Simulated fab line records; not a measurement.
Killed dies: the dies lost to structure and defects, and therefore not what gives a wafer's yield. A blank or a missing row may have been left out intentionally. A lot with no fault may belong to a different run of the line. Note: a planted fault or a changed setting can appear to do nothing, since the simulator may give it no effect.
Problem report in the 8D (eight disciplines) form, filled by code / flow gf180mcu / the parts of the form that need people (team, actions taken, sign-off) are left out

== 1. WHAT IS WRONG ==
Across 6 wafers from 2 lots, TOP_METAL_OVL at GF_TOP_METAL_OVL_MEAS_15 averages 35.5 nm, while fault-free wafers read -1.2 nm with a standard deviation of 1.3. That puts it +28 standard deviations away from the usual mean.
The first sign was on wafer L490.1 at day 30 19:07, on overlay-02. The record holds 39 wafers of 13 lots with a number at this step. Rule for "out", or "out of limits": more than 4 standard deviations from the usual mean. The other wafers with a number count as sound.

== 2. WHAT IT IS, AND WHAT IT ISN'T ==
question=which readings at this step | is=TOP_METAL_OVL | is not=-
question=which lots | is=L490, L494 | is not=L481, L482, L483, L484, L485, L489, L496, L497, L501, L503, L504
question=which wafers of those lots | is=all that have a number | is not=-
question=read on which gauges | is=overlay-02 | is not=overlay-01
question=when | is=from day 30 19:07 | is not=up to then (18 sound wafers); but 15 sound wafers of L496, L497, L501, L503, L504 came after

== 3. THE SUSPECTS, EACH WITH WHAT RULES IT OUT ==
Counting: a tool stays on the suspect list if, at a process step up to the reading, it processed all lots that are out and no sound lot following the first of them.
- the gauge at GF_TOP_METAL_OVL_MEAS_15: kept. All the wafers that are out were read on overlay-02, and no step on other tools shows them out.
- cmp-02 at GF_V1_CMP_04 (polishes SiO2): ruled out as a lasting fault. The sound lots L496, L501, L503 went through it after L490, its earliest lot that is out (day 20 13:10).
- iline-stepper-02 at GF_TOP_METAL_EXPOSE_11 (exposes mask MetalTop, target cd 440 nm): kept. Every lot that is out went through it, starting with L490 (day 30 10:20), and after that it ran no sound lot; the last sound lot it ran before then is L489 (day 30 07:53).
What counting leaves: iline-stepper-02 at GF_TOP_METAL_EXPOSE_11 and overlay-02 at GF_TOP_METAL_OVL_MEAS_15.

== 4. THE CAUSE (what the simulator had put in) ==
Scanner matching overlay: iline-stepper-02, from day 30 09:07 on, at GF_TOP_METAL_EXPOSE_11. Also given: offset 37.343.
Counting leaves 2 suspects; this tool is one of them.

== 5. THE EFFECT CHAIN, in route order ==
Each row: a reading whose mean over the struck wafers that have a number lies more than 3 standard deviations from the usual. Scope: only readings with a usual standard deviation given in the record; hours: median across lots of the time from each lot's start at the first step in this table that gives one to its start at this step; sigmas: change in usual standard deviations.
hours=0; step=GF_TOP_METAL_OVL_MEAS_15; reading=TOP_METAL_OVL; usual=-1.2 nm; on struck wafers=35.5; change=+36.7; sigmas=+28

== 6. HOW IT WOULD HAVE BEEN CAUGHT EARLIER ==
Counted from the fault's start at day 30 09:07, it took 10 hours until the first out-of-limits reading at a measuring or inspecting step in this record, taken at day 30 19:07.
Among the 2 lots that are out, L494 began GF_TOP_METAL_EXPOSE_11 on iline-stepper-02 after day 30 19:07. Had the tool been put on hold then, it would have been spared.
